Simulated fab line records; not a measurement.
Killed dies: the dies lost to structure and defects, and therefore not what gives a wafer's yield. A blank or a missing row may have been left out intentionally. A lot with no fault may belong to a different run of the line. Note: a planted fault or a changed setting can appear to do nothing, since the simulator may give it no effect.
fab line records ; flow sky130
[record] lots = 6; wafers = 17; last-day = 50
route steps=708 shown LOCAL_INTERCONNECT@394 CONTACT@406
lots untouched by any fault: they come from a run of this same line in which no faults occurred
start-h: start of the lot's first displayed wafer, in hours after the record's first day ; wait-h: hours since the lot's step before ; " the same as in the row above ; L1.1+2: a row that stands for several wafers ; - no value, or no start was given ; * or withheld: withheld ; < > ~ a bound
route shown NAME@n: NAME is a module with steps in the file, n the number in the route of the first one ; usual: the fault-free wafers' mean and standard deviation ; same: alike in all rows ; chamber/n: place in a boat ; sites: each site's reading ; _std_site: standard deviation of those values ; _edge_site: the outer-site mean with the inner-site mean subtracted ; radius-mm: how far each site lies from the wafer's centre ; mask NAME#n: copy n ; behind: tool/chamber where the wafer was last shaped ; hold: reason for holding the lot/hours on hold/outcome of the hold ; device: whichever transistor did not switch (one of n, p or np) ; end of line: at the end of the route, the tests of the same wafers ; a step given without rows: its recipe and nothing more ; killed: at the first sort, the dies lost to defects and structure; wafer yield is something else ; map: dies across one wafer; x = killed, . = not, _ = none there
set.NAME: the setting as run; set.NAME@STEP: as run at that earlier step ; model.NAME: the simulator's own value behind a step, which no gauge read
lots at some steps of the route; a table a step, a row a wafer
services: a tool's chamber out of use, with start hour (start-h, from the record's first day; less than 0 if before it), hours out, and reason
[[steps]]
[step SKY_LOCAL_INTERCONNECT_SOFTBAKE_07]
[recipe] temp-c = 100; time-s = 90; resist = KrF-thick
[step SKY_LOCAL_INTERCONNECT_EXPOSE_08]
[recipe] mask-id = LI1M; na = 0.8; source-shape = annular; sigma-inner = 0.55; sigma-outer = 0.85; target-cd-nm = 170; dose-mj = 28
[step SKY_LOCAL_INTERCONNECT_PEB_09]
[recipe] peb-temp-c = withheld; peb-time-s = withheld; resist = KrF-thick
[step SKY_LOCAL_INTERCONNECT_DEVELOP_10]
[recipe] develop-time-s = 60; resist = KrF-thick; dev-temp-c = 21
[step SKY_LOCAL_INTERCONNECT_CD_MEAS_11]
[recipe] target-cd-nm = 170
[usual] cd-nm = 169.9/1.8
lot.wafer;tool;chamber;start-h;wait-h;cd-nm
L666.3;cd-sem-02;-;702.84;-;168.0
L666.4;cd-sem-02;-;702.84;-;169.0
L666.5;cd-sem-02;-;702.84;-;167.6
L669.2;cd-sem-01;-;734.70;-;172.8
L669.3;cd-sem-01;-;734.70;-;172.6
L669.5;cd-sem-01;-;734.70;-;171.7
L672.3;cd-sem-01;-;752.74;-;169.7
L672.5;cd-sem-01;-;752.74;-;170.1
L676.3;cd-sem-01;-;783.14;-;173.0
L676.4;cd-sem-01;-;783.14;-;172.1
L676.5;cd-sem-01;-;783.14;-;172.6
L685.2;cd-sem-01;-;860.39;-;168.6
L685.4;cd-sem-01;-;860.39;-;167.9
L685.6;cd-sem-01;-;860.39;-;166.5
L687.1;cd-sem-01;-;865.52;-;170.0
L687.4;cd-sem-01;-;865.52;-;170.5
L687.6;cd-sem-01;-;865.52;-;166.8
[step SKY_LOCAL_INTERCONNECT_OVL_MEAS_12]
[usual] LOCAL_INTERCONNECT_OVL = -5/4.8
lot.wafer;tool;chamber;start-h;wait-h;LOCAL_INTERCONNECT_OVL[nm]
L666.3;overlay-02;-;702.93;0.1;-15
L666.4;overlay-02;-;702.93;0.1;-17
L666.5;overlay-02;-;702.93;0.1;-20
L669.2;overlay-01;-;734.81;0.1;-2
L669.3;overlay-01;-;734.81;0.1;-3
L669.5;overlay-01;-;734.81;0.1;3
L672.3;overlay-02;-;752.83;0.1;-5
L672.5;overlay-02;-;752.83;0.1;-7
L676.3;overlay-02;-;783.23;0.1;-3
L676.4;overlay-02;-;783.23;0.1;-8
L676.5;overlay-02;-;783.23;0.1;-5
L685.2;overlay-01;-;860.49;0.1;1
L685.4;overlay-01;-;860.49;0.1;0
L685.6;overlay-01;-;860.49;0.1;2
L687.1;overlay-02;-;865.64;0.1;-7
L687.4;overlay-02;-;865.64;0.1;-14
L687.6;overlay-02;-;865.64;0.1;-6
[step SKY_LOCAL_INTERCONNECT_ETCH_13]
[recipe] chemistry = N2/H2; target = BARC; ion-energy-ev = 200; bias-w = 100; pressure-mtorr = 30; n2-flow-sccm = 100; h2-flow-sccm = 200; icp-w = 500; stop-on = SiO2; time-s = 45.9; target-depth-a = 600
[usual] drypump-motor-current-A = 5.7/0.52; oes-product-au = 0.853/0.0045; rf-fwd-power-W = 494.1/2.5; throttle-valve-pct = 13.225/0.0084
lot.wafer;tool;chamber;start-h;wait-h;drypump-motor-current-A;oes-product-au;rf-fwd-power-W;rf-hours-counter-h;throttle-valve-pct
L666.3;rie-metal-03;0;702.97;0.0;6.4;0.858;498.2;-;13.219
L666.4;rie-metal-03;1;702.97;0.0;5.4;0.859;492.4;-;13.235
L666.5;rie-metal-03;0;702.97;0.0;6.4;0.856;497.8;-;13.232
L669.2;rie-metal-03;0;734.84;0.0;6.4;0.848;493.5;8;13.226
L669.3;rie-metal-03;1;734.84;0.0;5.4;0.852;493.2;-;13.234
L669.5;rie-metal-03;0;734.84;0.0;6.4;0.853;495.1;-;13.221
L672.3;rie-metal-04;0;752.88;0.0;5.5;0.857;494.5;-;13.215
L672.5;rie-metal-04;1;752.88;0.0;5.0;0.850;493.2;-;13.213
L676.3;rie-metal-03;0;783.28;0.0;6.4;0.862;497.7;-;13.215
L676.4;rie-metal-03;1;783.28;0.0;5.4;0.848;491.2;-;13.225
L676.5;rie-metal-03;0;783.28;0.0;6.4;0.855;497.2;-;13.228
L685.2;rie-metal-03;1;860.52;0.0;5.4;0.851;492.1;12;13.225
L685.4;rie-metal-03;0;860.52;0.0;6.4;0.862;494.3;-;13.232
L685.6;rie-metal-03;0;860.52;0.0;6.4;0.851;495.8;-;13.219
L687.1;rie-metal-04;0;865.67;0.0;5.5;0.859;496.4;12;13.218
L687.4;rie-metal-04;1;865.67;0.0;5.0;0.855;490.6;-;13.211
L687.6;rie-metal-04;1;865.67;0.0;5.0;0.849;490.2;-;13.211
[step SKY_LOCAL_INTERCONNECT_METAL_ETCH_14]
[recipe] target-depth-nm = 110; stop-on = PSG; chemistry = Cl2/BCl3; target = TiN; resist-sidewall-deg = 88; pressure-mtorr = 10; icp-w = 900; bias-w = 48.5; Cl2_flow_sccm = 60; bcl3-flow-sccm = 30; time-s = 31.4
[step SKY_LOCAL_INTERCONNECT_STRIP_15]
[recipe] chemistry = O2/N2; power-w = 1400; pressure-mtorr = 1500; platen-temp-c = withheld; o2-flow-sccm = 3000; n2-flow-sccm = 300; overash-fraction = 0.5
[usual] drypump-motor-current-A = 5.7/0.48; oes-product-au = 0.427/0.0043; strip-time-to-endpoint-s = 4.721/0.018
lot.wafer;tool;chamber;start-h;wait-h;drypump-motor-current-A;oes-product-au;rf-hours-counter-h;strip-time-to-endpoint-s
L666.3;plasma-asher-03;0;703.10;0.1;5.8;0.420;-;4.745
L666.4;plasma-asher-03;1;703.10;0.1;5.7;0.424;-;4.750
L666.5;plasma-asher-03;0;703.10;0.1;5.8;0.425;-;4.734
L669.2;plasma-asher-04;1;734.95;0.0;5.2;0.439;31;4.692
L669.3;plasma-asher-04;0;734.95;0.0;6.1;0.429;-;4.713
L669.5;plasma-asher-04;1;734.95;0.0;5.2;0.425;-;4.711
L672.3;plasma-asher-03;1;753.00;0.1;5.7;0.427;-;4.711
L672.5;plasma-asher-03;0;753.00;0.1;5.8;0.427;-;4.733
L676.3;plasma-asher-01;1;783.40;0.1;5.0;0.424;-;4.704
L676.4;plasma-asher-01;0;783.40;0.1;6.4;0.427;-;4.742
L676.5;plasma-asher-01;0;783.40;0.1;6.4;0.428;-;4.704
L685.2;plasma-asher-03;1;860.64;0.0;5.7;0.421;74;4.680
L685.4;plasma-asher-03;1;860.64;0.0;5.7;0.415;-;4.707
L685.6;plasma-asher-03;1;860.64;0.0;5.7;0.424;-;4.700
L687.1;plasma-asher-04;0;865.79;0.0;6.2;0.434;44;4.695
L687.4;plasma-asher-04;0;865.79;0.0;6.1;0.424;-;4.692
L687.6;plasma-asher-04;1;865.79;0.0;5.1;0.436;-;4.696
[step SKY_LOCAL_INTERCONNECT_STRIP_16]
[recipe] chemistry = post-etch-residue-remover; time-s = 1200; temp-c = 72.5
[step SKY_LOCAL_INTERCONNECT_CLEAN_17]
[recipe] chemistry = IPA; time-s = 180; temp-c = 25
[step SKY_LOCAL_INTERCONNECT_CLEAN_18]
[recipe] chemistry = O3/DIW; dry = n2-spin
[step SKY_CONTACT_CVD_00]
[recipe] material = Si3N4; target-thk-nm = 75; temp-c = 400; time-s = withheld; rf-w = 450
[usual] heater-power-w = 754/100; rf-fwd-power-W = 444.3/1.7; susceptor-temp-C = 400.02/0.21
lot.wafer;tool;chamber;start-h;wait-h;heater-power-w;rf-fwd-power-W;susceptor-temp-C;model.Si3N4_of_CONTACT_CVD_00.thk-nm
L666.3;pecvd-02;0;703.66;0.0;927;444.6;400.23;74.27
L666.4;pecvd-02;1;703.66;0.0;693;444.4;399.92;75.96
L666.5;pecvd-02;2;703.66;0.0;755;445.0;399.81;76.6
L669.2;pecvd-04;0;735.58;0.0;788;446.0;400.24;74.64
L669.3;pecvd-04;2;735.58;0.0;891;447.3;399.90;74.76
L669.5;pecvd-04;0;735.58;0.0;812;-;-;70.86
L672.3;pecvd-04;1;753.57;0.0;646;439.8;400.12;73.71
L672.5;pecvd-04;2;753.57;0.0;818;-;-;71.44
L676.3;pecvd-03;2;784.56;0.0;714;446.4;400.00;73.61
L676.4;pecvd-03;0;784.56;0.0;737;442.8;400.06;74.33
L676.5;pecvd-03;1;784.56;0.0;653;442.2;399.99;75.57
L685.2;pecvd-04;1;861.51;0.0;583;442.2;399.86;75.68
L685.4;pecvd-04;1;861.51;0.0;582;443.2;399.97;76.93
L685.6;pecvd-04;0;861.51;0.0;711;444.9;399.92;75.44
L687.1;pecvd-02;1;866.72;0.0;656;442.0;399.90;75.41
L687.4;pecvd-02;2;866.72;0.0;754;445.5;400.07;75.67
L687.6;pecvd-02;1;866.72;0.0;679;442.6;399.76;76.61
[step SKY_CONTACT_THK_MEAS_01]
[recipe] reads = Si3N4_of_CONTACT_CVD_00
[usual] CONTACT_CVD_00_THK = 74.9/0.99
lot.wafer;tool;chamber;start-h;wait-h;CONTACT_CVD_00_THK[nm]
L666.3;film-metro-03;-;703.71;-;74.3
L666.4;film-metro-03;-;703.71;-;76.0
L666.5;film-metro-03;-;703.71;-;76.6
L669.2;film-metro-02;-;735.62;-;74.6
L669.3;film-metro-02;-;735.62;-;74.8
L669.5;film-metro-02;-;735.62;-;70.9
L672.3;film-metro-01;-;753.62;-;73.7
L672.5;film-metro-01;-;753.62;-;71.4
L676.3;film-metro-02;-;784.62;-;73.6
L676.4;film-metro-02;-;784.62;-;74.3
L676.5;film-metro-02;-;784.62;-;75.6
L685.2;film-metro-01;-;861.55;-;75.6
L685.4;film-metro-01;-;861.55;-;76.9
L685.6;film-metro-01;-;861.55;-;75.4
L687.1;film-metro-01;-;866.75;-;75.5
L687.4;film-metro-01;-;866.75;-;75.7
L687.6;film-metro-01;-;866.75;-;76.6
[step SKY_CONTACT_HDPCVD_02]
[recipe] material = SiO2; target-thk-nm = 565; sigma-open-frac = 0.3; time-s = 94.2; temp-c = 600; sih4-flow-sccm = 60; pressure-mtorr = 6
[step SKY_CONTACT_THK_MEAS_03]
[recipe] reads = SiO2_of_CONTACT_HDPCVD_02
[usual] CONTACT_HDPCVD_THK = 563/6.6
lot.wafer;tool;chamber;start-h;wait-h;CONTACT_HDPCVD_THK[nm]
L666.3;film-metro-02;-;703.84;0.1;553
L666.4;film-metro-02;-;703.84;0.1;558
L666.5;film-metro-02;-;703.84;0.1;557
L669.2;film-metro-01;-;735.75;0.0;570
L669.3;film-metro-01;-;735.75;0.0;570
L669.5;film-metro-01;-;735.75;0.0;561
L672.3;film-metro-01;-;753.75;0.1;564
L672.5;film-metro-01;-;753.75;0.1;568
L676.3;film-metro-03;-;784.75;0.1;566
L676.4;film-metro-03;-;784.75;0.1;562
L676.5;film-metro-03;-;784.75;0.1;557
L685.2;film-metro-03;-;861.68;0.0;566
L685.4;film-metro-03;-;861.68;0.0;559
L685.6;film-metro-03;-;861.68;0.0;567
L687.1;film-metro-02;-;866.92;0.1;567
L687.4;film-metro-02;-;866.92;0.1;565
L687.6;film-metro-02;-;866.92;0.1;559
[step SKY_CONTACT_CMP_04]
[recipe] material = SiO2; down-force-psi = 4; platen-rpm = 60; pad-velocity-m-s = 0.94248
[usual] motor-current-A = 11.9/1
lot.wafer;tool;chamber;start-h;wait-h;motor-current-A
L666.3;cmp-01;2;703.88;0.0;11.3
L666.4;cmp-01;3;703.88;0.0;11.5
L666.5;cmp-01;3;703.88;0.0;12.4
L669.2;cmp-02;1;735.80;0.0;11.9
L669.3;cmp-02;3;735.80;0.0;10.8
L669.5;cmp-02;2;735.80;0.0;13.7
L672.3;cmp-02;3;753.79;0.0;11.0
L672.5;cmp-02;0;753.79;0.0;11.9
L676.3;cmp-02;2;784.79;0.0;14.2
L676.4;cmp-02;1;784.79;0.0;12.7
L676.5;cmp-02;2;784.79;0.0;13.5
L685.4;cmp-01;3;861.83;0.1;12.2
L685.2;cmp-01;0;861.83;0.1;10.1
L685.6;cmp-01;2;861.83;0.1;12.2
L687.4;cmp-01;3;867.03;0.1;11.9
L687.1;cmp-01;0;867.03;0.1;10.4
L687.6;cmp-01;3;867.03;0.1;11.4
[step SKY_CONTACT_BOW_MEAS_05]
[recipe] mode = bow
[usual] CONTACT_BOW = 80/6.5
lot.wafer;tool;chamber;start-h;wait-h;CONTACT_BOW[um]
L666.3;film-metro-02;-;704.22;0.3;84
L666.4;film-metro-02;-;704.22;0.3;85
L666.5;film-metro-02;-;704.22;0.3;85
L669.2;film-metro-02;-;736.12;0.3;83
L669.3;film-metro-02;-;736.12;0.3;74
L669.5;film-metro-02;-;736.12;0.3;80
L672.3;film-metro-03;-;754.13;0.3;77
L672.5;film-metro-03;-;754.13;0.3;75
L676.3;film-metro-03;-;785.13;0.3;78
L676.4;film-metro-03;-;785.13;0.3;80
L676.5;film-metro-03;-;785.13;0.3;69
L685.2;film-metro-03;-;862.05;0.1;81
L685.4;film-metro-03;-;862.05;0.1;81
L685.6;film-metro-03;-;862.05;0.1;70
L687.1;film-metro-03;-;867.28;0.1;75
L687.4;film-metro-03;-;867.28;0.1;80
L687.6;film-metro-03;-;867.28;0.1;81
[step SKY_CONTACT_DEHYDRATE_06]
[recipe] temp-c = 200; time-s = 60
[step SKY_CONTACT_HMDS_07]
[recipe] prime-time-s = 60; prime-temp-c = 120
[step SKY_CONTACT_COAT_08]
[recipe] resist = BARC; temp-c = withheld; time-s = withheld; spin-rpm = 3000; resist-thk-nm = 60
[step SKY_CONTACT_COAT_09]
[recipe] resist = KrF-thick; spin-rpm = 3000; resist-thk-nm = 450
[step SKY_CONTACT_SOFTBAKE_10]
[recipe] temp-c = 100; time-s = 90; resist = KrF-thick
[step SKY_CONTACT_EXPOSE_11]
[recipe] mask-id = CTM1; na = 0.8; source-shape = annular; sigma-inner = 0.55; sigma-outer = 0.85; target-cd-nm = 170; dose-mj = 38
[step SKY_CONTACT_PEB_12]
[recipe] peb-temp-c = withheld; peb-time-s = withheld; resist = KrF-thick
[step SKY_CONTACT_DEVELOP_13]
[recipe] develop-time-s = 60; resist = KrF-thick; dev-temp-c = 21
[step SKY_CONTACT_CD_MEAS_14]
[recipe] target-cd-nm = 170
[usual] cd-nm = 170.0/1.2
lot.wafer;tool;chamber;start-h;wait-h;cd-nm
L666.3;cd-sem-02;-;730.82;-;168.9
L666.4;cd-sem-02;-;730.82;-;169.1
L666.5;cd-sem-02;-;730.82;-;168.2
L669.2;cd-sem-02;-;762.17;-;170.3
L669.3;cd-sem-02;-;762.17;-;170.2
L669.5;cd-sem-02;-;762.17;-;170.3
L672.3;cd-sem-01;-;780.16;-;170.4
L672.5;cd-sem-01;-;780.16;-;170.5
L676.3;cd-sem-02;-;811.63;-;168.5
L676.4;cd-sem-02;-;811.63;-;169.2
L676.5;cd-sem-02;-;811.63;-;169.2
L685.2;cd-sem-02;-;888.62;-;169.7
L685.4;cd-sem-02;-;888.62;-;171.1
L685.6;cd-sem-02;-;888.62;-;168.7
L687.1;cd-sem-01;-;893.97;-;170.8
L687.4;cd-sem-01;-;893.97;-;171.2
L687.6;cd-sem-01;-;893.97;-;170.0
[step SKY_CONTACT_OVL_MEAS_15]
[usual] CONTACT_OVL = -3/5.5
lot.wafer;tool;chamber;start-h;wait-h;CONTACT_OVL[nm]
L666.3;overlay-02;-;730.91;0.1;-4
L666.4;overlay-02;-;730.91;0.1;0
L666.5;overlay-02;-;730.91;0.1;1
L669.2;overlay-02;-;762.27;0.1;-2
L669.3;overlay-02;-;762.27;0.1;-3
L669.5;overlay-02;-;762.27;0.1;-9
L672.3;overlay-01;-;780.25;0.1;6
L672.5;overlay-01;-;780.25;0.1;3
L676.3;overlay-02;-;811.72;0.1;1
L676.4;overlay-02;-;811.72;0.1;-6
L676.5;overlay-02;-;811.72;0.1;-2
L685.2;overlay-02;-;888.73;0.1;-12
L685.4;overlay-02;-;888.73;0.1;-15
L685.6;overlay-02;-;888.73;0.1;-12
L687.1;overlay-02;-;894.09;0.1;8
L687.4;overlay-02;-;894.09;0.1;2
L687.6;overlay-02;-;894.09;0.1;2
[step SKY_CONTACT_ETCH_16]
[recipe] chemistry = N2/H2; target = BARC; ion-energy-ev = 200; source-w = 500; bias-w = 100; pressure-mtorr = 30; n2-flow-sccm = 100; h2-flow-sccm = 200; stop-on = SiO2; time-s = 45.9; target-depth-a = 600
[step SKY_CONTACT_ETCH_17]
[recipe] target = SiO2; chemistry = C4F8/O2/Ar; stop-on = Si3N4; mask-material = KrF-thick; source-w = 1500; bias-w = 1200; pressure-mtorr = 40; c4f8-flow-sccm = withheld; O2_flow_sccm = 6; Ar_flow_sccm = 300; time-s = withheld; target-depth-a = 3400
[usual] oes-product-au = 0.892/0.0042; rf-fwd-power-W = 1487/5.6
lot.wafer;tool;chamber;start-h;wait-h;oes-product-au;rf-fwd-power-W
L666.3;rie-diel-03;0;730.98;0.0;0.889;1483
L666.4;rie-diel-03;1;730.98;0.0;0.895;1490
L666.5;rie-diel-03;1;730.98;0.0;0.897;1490
L669.2;rie-diel-01;3;762.35;0.0;0.887;1483
L669.3;rie-diel-01;1;762.35;0.0;0.891;1488
L669.5;rie-diel-01;3;762.35;0.0;0.893;1491
L672.3;rie-diel-03;0;780.32;0.0;0.897;1486
L672.5;rie-diel-03;3;780.32;0.0;0.893;1483
L676.3;rie-diel-03;3;811.78;0.0;0.894;1485
L676.4;rie-diel-03;2;811.78;0.0;0.893;1484
L676.5;rie-diel-03;2;811.78;0.0;0.888;1486
L685.2;rie-diel-02;3;888.80;0.0;0.896;1485
L685.4;rie-diel-02;2;888.80;0.0;0.893;1493
L685.6;rie-diel-02;0;888.80;0.0;0.886;1494
L687.1;rie-diel-03;3;894.17;0.0;0.889;1485
L687.4;rie-diel-03;1;894.17;0.0;0.897;1496
L687.6;rie-diel-03;3;894.17;0.0;0.881;1483
[step SKY_CONTACT_ETCH_18]
[recipe] target = Si3N4; chemistry = CHF3/O2; stop-on = TiN; source-w = 600; bias-w = 200; pressure-mtorr = 40; chf3-flow-sccm = 50; O2_flow_sccm = 5; time-s = 39; target-depth-a = 750
[usual] drypump-motor-current-A = 5.8/0.34; oes-product-au = 0.854/0.0078; rf-fwd-power-W = 593.3/2.3; throttle-valve-pct = 8.793/0.0089
lot.wafer;tool;chamber;start-h;wait-h;drypump-motor-current-A;oes-product-au;rf-fwd-power-W;rf-hours-counter-h;throttle-valve-pct;model.etch.depth-nm
L666.3;rie-diel-03;0;-;-;5.9;0.846;590.2;19;8.797;74.27
L666.4;rie-diel-03;1;-;-;5.3;0.858;593.7;16;8.792;75.96
L666.5;rie-diel-03;1;-;-;5.3;0.864;594.3;-;8.796;76.6
L669.2;rie-diel-01;3;-;-;5.6;0.845;595.8;20;8.793;74.64
L669.3;rie-diel-01;1;-;-;6.0;0.851;590.0;2;8.785;74.76
L669.5;rie-diel-01;3;-;-;5.6;0.831;595.1;-;8.787;70.86
L672.3;rie-diel-03;0;-;-;5.9;0.846;594.7;21;8.794;73.71
L672.5;rie-diel-03;3;-;-;6.3;0.837;591.9;-;8.778;71.44
L676.3;rie-diel-03;3;-;-;6.2;0.846;591.2;13;8.785;73.61
L676.4;rie-diel-03;2;-;-;5.5;0.851;596.3;6;8.791;74.33
L676.5;rie-diel-03;2;-;-;5.5;0.862;597.7;-;8.796;75.57
L685.2;rie-diel-02;3;-;-;6.0;0.855;593.6;14;8.802;75.68
L685.4;rie-diel-02;2;-;-;6.3;0.865;594.1;5;8.793;76.93
L685.6;rie-diel-02;0;-;-;5.3;0.862;596.3;-;8.799;75.44
L687.1;rie-diel-03;3;-;-;6.3;0.855;589.5;17;8.785;75.41
L687.4;rie-diel-03;1;-;-;5.3;0.859;593.5;22;8.803;75.67
L687.6;rie-diel-03;3;-;-;6.2;0.864;588.8;-;8.797;76.61
[step SKY_CONTACT_STRIP_19]
[recipe] chemistry = O2/N2; power-w = 1400; pressure-mtorr = 1500; platen-temp-c = withheld; o2-flow-sccm = 3000; n2-flow-sccm = 300; overash-fraction = 0.5
[usual] drypump-motor-current-A = 5.8/0.33; oes-product-au = 0.379/0.0051; strip-time-to-endpoint-s = 3.613/0.022
lot.wafer;tool;chamber;start-h;wait-h;drypump-motor-current-A;oes-product-au;rf-hours-counter-h;strip-time-to-endpoint-s
L666.3;plasma-asher-02;0;731.10;-;6.1;0.384;-;3.628
L666.4;plasma-asher-02;1;731.10;-;5.4;0.381;-;3.632
L666.5;plasma-asher-02;0;731.10;-;6.1;0.377;-;3.612
L669.2;plasma-asher-03;1;762.44;-;5.7;0.383;65;3.595
L669.3;plasma-asher-03;0;762.44;-;5.8;0.384;-;3.626
L669.5;plasma-asher-03;1;762.44;-;5.7;0.383;-;3.603
L672.3;plasma-asher-02;0;780.44;-;6.1;0.381;-;3.611
L672.5;plasma-asher-02;1;780.44;-;5.4;0.386;-;3.619
L676.3;plasma-asher-03;1;811.91;-;5.7;0.376;-;3.617
L676.4;plasma-asher-03;0;811.91;-;5.8;0.378;-;3.580
L676.5;plasma-asher-03;0;811.91;-;5.8;0.377;-;3.590
L685.2;plasma-asher-03;0;888.89;-;5.8;0.379;77;3.604
L685.4;plasma-asher-03;1;888.89;-;5.7;0.377;-;3.623
L685.6;plasma-asher-03;0;888.89;-;5.8;0.377;-;3.616
L687.1;plasma-asher-02;0;894.26;-;6.1;0.378;102;3.646
L687.4;plasma-asher-02;1;894.26;-;5.5;0.369;-;3.603
L687.6;plasma-asher-02;0;894.26;-;6.1;0.388;-;3.642
[[services]]
tool;chamber;start-h;hours;kind
rie-diel-03;3;683.70;2.6;repair
plasma-asher-02;-;684.45;14.6;pm
cmp-01;-;685.46;1.0;repair
plasma-asher-04;-;690.53;5.0;repair
cmp-02;-;693.28;0.9;repair
cmp-01;-;711.86;0.5;repair
rie-diel-01;2;715.38;4.8;repair
plasma-asher-03;-;718.20;19.1;repair
cmp-01;-;744.12;4.0;pm
pecvd-02;-;744.34;4.3;pm
plasma-asher-04;-;746.76;2.8;pm
plasma-asher-02;-;748.52;5.9;repair
rie-diel-03;1;765.21;4.5;repair
cmp-02;-;779.68;4.3;repair
rie-diel-03;0;796.95;8.5;repair
pecvd-04;0;803.53;8.0;repair
plasma-asher-03;-;808.62;3.0;repair
pecvd-02;-;812.97;2.1;repair
plasma-asher-04;-;820.15;5.8;repair
rie-diel-01;1;827.46;6.3;repair
rie-diel-03;0;839.57;15.2;repair
cmp-02;-;862.13;5.2;pm
rie-diel-03;0;875.14;11.4;repair
pecvd-04;0;890.11;1.7;repair
[[key]]
[first-sign] step = SKY_CONTACT_THK_MEAS_01; reading = CONTACT_CVD_00_THK; direction = down; sigmas = 3.8; usual = 74.9; struck = 71.2
[effect] step = SKY_CONTACT_ETCH_18; reading = oes-product-au; direction = down; sigmas = 2.6; usual = 0.854; struck = 0.834
[model-effect] step = SKY_CONTACT_CVD_00; value = Si3N4_of_CONTACT_CVD_00.thk-nm; without = 74.94; struck = 71.15
[model-effect] step = SKY_CONTACT_ETCH_18; value = etch.depth-nm; without = 74.94; struck = 71.15
met-at SKY_CONTACT_CVD_00
struck-wafers L669.5,L672.5
tester-left-out L669,L672
[fault] kind = process-parameter-drift; tool = pecvd-04; chamber = -; onset-h = 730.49; steps = SKY_CONTACT_CVD_00; channel = time-s; offset = withheld; shape = step; end-h = 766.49; scope = struck-wafers-only; acts-in = *
// tester-left-out: of these lots the tester's yield and bins aren't shown, on N5 and GAA mostly nor the transistor test; their killed dies are dies lost to structure and defects alone, not to doping, threshold or leakage, so they don't give the yield
